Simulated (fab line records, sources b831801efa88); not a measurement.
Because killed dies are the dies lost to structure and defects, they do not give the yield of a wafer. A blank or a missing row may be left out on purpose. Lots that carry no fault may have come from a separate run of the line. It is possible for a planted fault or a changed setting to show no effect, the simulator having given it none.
Which tool did it?    flow sky130    11 lots, 33 wafers sampled, at 5 steps of a route of 708

## WHAT THE GAUGES READ, wafer by wafer
SKY_VIA2_THK_MEAS_01.
lot   measured      on             VIA2_HDPCVD_THK (nm)
L578  day 36 08:43  film-metro-04  1181 1191 1176
L577  day 36 09:41  film-metro-03  1157 1157 1179
L579  day 36 22:00  film-metro-04  1195 1195 1188
L580  day 37 00:17  film-metro-04  1182 1162 1170
L582  day 37 11:07  film-metro-02  1170 1169 1171
L586  day 38 16:22  film-metro-04  1155 1161 1157
L588  day 39 05:26  film-metro-04  1188 1190 1173
L590  day 39 18:53  film-metro-04  1174 1173 1185
L596  day 41 07:11  film-metro-02  1185 1174 1543
L598  day 41 23:00  film-metro-03  1181 1177 1549
L599  day 42 05:55  film-metro-04  1174 1176 1166

## TOOL THAT RAN EACH LOT (tool first, then ch and the chambers of the sampled wafers, then the start)
lot   SKY_VIA1_CMP_24                SKY_METAL2_SPUTTER_01         SKY_METAL2_SPUTTER_04         SKY_VIA2_HDPCVD_00
L578  cmp-02 ch 0,1, day 35 03:38    pvd-sputter-04, day 35 03:58  pvd-sputter-04, day 35 04:01  hdpcvd-02 ch 0,1, day 36 08:35
L577  cmp-01 ch 0,2,3, day 35 05:45  pvd-sputter-03, day 35 05:58  pvd-sputter-03, day 35 06:02  hdpcvd-01 ch 0,2, day 36 09:32
L579  cmp-02 ch 0,1,2, day 35 17:44  pvd-sputter-03, day 35 18:01  pvd-sputter-03, day 35 18:05  hdpcvd-01 ch 0,1,2, day 36 21:52
L580  cmp-02 ch 0,1,2, day 35 20:55  pvd-sputter-03, day 35 21:15  pvd-sputter-03, day 35 21:19  hdpcvd-01 ch 0,1,2, day 37 00:09
L582  cmp-02 ch 1,3, day 36 08:47    pvd-sputter-03, day 36 09:04  pvd-sputter-03, day 36 09:08  hdpcvd-01 ch 0,1, day 37 11:00
L586  cmp-02 ch 1,2,3, day 37 13:32  pvd-sputter-04, day 37 13:48  pvd-sputter-04, day 37 13:52  hdpcvd-01 ch 0,2, day 38 16:15
L588  cmp-02 ch 0,3, day 38 02:22    pvd-sputter-01, day 38 02:38  pvd-sputter-01, day 38 02:43  hdpcvd-02 ch 0,1,2, day 39 05:17
L590  cmp-02 ch 1,2,3, day 38 16:14  pvd-sputter-04, day 38 16:28  pvd-sputter-04, day 38 16:32  hdpcvd-01 ch 0,2, day 39 18:46
L596  cmp-02 ch 1,2, day 40 05:56    pvd-sputter-04, day 40 06:13  pvd-sputter-04, day 40 06:17  hdpcvd-02 ch 0,1,2, day 41 07:03
L598  cmp-01 ch 0,1,2, day 40 21:41  pvd-sputter-04, day 40 21:52  pvd-sputter-04, day 40 21:56  hdpcvd-02 ch 0,1,2, day 41 22:54
L599  cmp-02 ch 0,1,3, day 41 05:22  pvd-sputter-01, day 41 05:41  pvd-sputter-01, day 41 05:46  hdpcvd-01 ch 0,2, day 42 05:47
- SKY_VIA1_CMP_24: polishes, stops on SiO2, t overpolish 15 s, target thk 0 nm.
- SKY_METAL2_SPUTTER_01: material TiN, target thk 20 nm, time 16.7 s.
- SKY_METAL2_SPUTTER_04: material TiN, target thk 70 nm, time 58.3 s.
- SKY_VIA2_HDPCVD_00: deposits SiO2, target thk 1180 nm, time 196.7 s.

## AS READ BY THE TOOLS THEMSELVES (means over the sampled wafers that have a number; for cases with no such wafer, the mark the record gives instead)
SKY_VIA1_CMP_24.
lot   tool    edge-zone-pressure-frac  motor-current-A (A)  overpolish-run-s (s)  time-to-endpoint-s (s)
L578  cmp-02  1.002                    10.6                 14.996                70.1
L577  cmp-01  1.001                    12.1                 14.989                63.8
L579  cmp-02  0.995                    10.0                 15.000                67.5
L580  cmp-02  1.001                    10.0                 14.992                70.2
L582  cmp-02  0.999                    10.1                 14.994                68.3
L586  cmp-02  0.996                    10.0                 15.000                65.2
L588  cmp-02  1.006                    10.3                 14.996                66.1
L590  cmp-02  0.999                    10.2                 14.994                66.0
L596  cmp-02  0.998                    9.9                  14.998                70.7
L598  cmp-01  0.997                    11.9                 15.003                63.2
L599  cmp-02  1.001                    10.4                 15.004                66.5

SKY_METAL2_SPUTTER_01.
lot   tool            throttle-valve-pct (%)
L578  pvd-sputter-04  31.1
L577  pvd-sputter-03  32.0
L579  pvd-sputter-03  30.8
L580  pvd-sputter-03  30.5
L582  pvd-sputter-03  31.4
L586  pvd-sputter-04  29.9
L588  pvd-sputter-01  30.7
L590  pvd-sputter-04  30.3
L596  pvd-sputter-04  30.0
L598  pvd-sputter-04  30.6
L599  pvd-sputter-01  30.7

SKY_METAL2_SPUTTER_04.
lot   tool            throttle-valve-pct (%)
L578  pvd-sputter-04  31.1
L577  pvd-sputter-03  31.9
L579  pvd-sputter-03  30.8
L580  pvd-sputter-03  30.5
L582  pvd-sputter-03  31.5
L586  pvd-sputter-04  30.1
L588  pvd-sputter-01  30.6
L590  pvd-sputter-04  30.5
L596  pvd-sputter-04  30.4
L598  pvd-sputter-04  30.3
L599  pvd-sputter-01  30.7

SKY_VIA2_HDPCVD_00.
lot   tool       run-length-s (s)
L578  hdpcvd-02  224.3
L577  hdpcvd-01  223.9
L579  hdpcvd-01  224.0
L580  hdpcvd-01  224.0
L582  hdpcvd-01  224.2
L586  hdpcvd-01  224.0
L588  hdpcvd-02  224.4
L590  hdpcvd-01  223.7
L596  hdpcvd-02  243.3
L598  hdpcvd-02  243.6
L599  hdpcvd-01  223.7

## THE ANSWER, worked out from the rows above alone
Rule: what is usual is taken from the lots themselves. The widest of any qualifying gaps counts: lots, ordered by their means at a reading, are off when they make up no more than a third of the lots, leave a main group of 4 or more, and stand apart from it by 3 or more times the standard deviation of that group's means. The tables above print the reading to a certain number of digits; a main group whose means all agree to those digits is not used. Also off: a lot with no number at a reading for which 4 or more lots have one. Where the step has rows for the other lots, those lots are counted as sound. First the gauges in route order, then the tools' own readings, where a lot's mean is used as printed above. At the first step where some lot is off, the reading lying furthest off is the one used; lots without a number count as furthest.
Off: L596, L598, at SKY_VIA2_THK_MEAS_01 (VIA2_HDPCVD_THK). The main group: mean 1175 nm, standard deviation 10.
If a tool, at a process step before that reading, ran all the lots that are off and no sound lot after the first of them, it fits. Not tried: the gauges at SKY_VIA2_THK_MEAS_01; whatever is off there is also off at SKY_VIA2_HDPCVD_00, on other tools, and gauge error can't account for it. Undecided on this evidence; 2 tools fit (pvd-sputter-04 at SKY_METAL2_SPUTTER_01 and SKY_METAL2_SPUTTER_04, hdpcvd-02 at SKY_VIA2_HDPCVD_00).

## WHAT HAD BEEN PUT IN BY THE SIMULATOR
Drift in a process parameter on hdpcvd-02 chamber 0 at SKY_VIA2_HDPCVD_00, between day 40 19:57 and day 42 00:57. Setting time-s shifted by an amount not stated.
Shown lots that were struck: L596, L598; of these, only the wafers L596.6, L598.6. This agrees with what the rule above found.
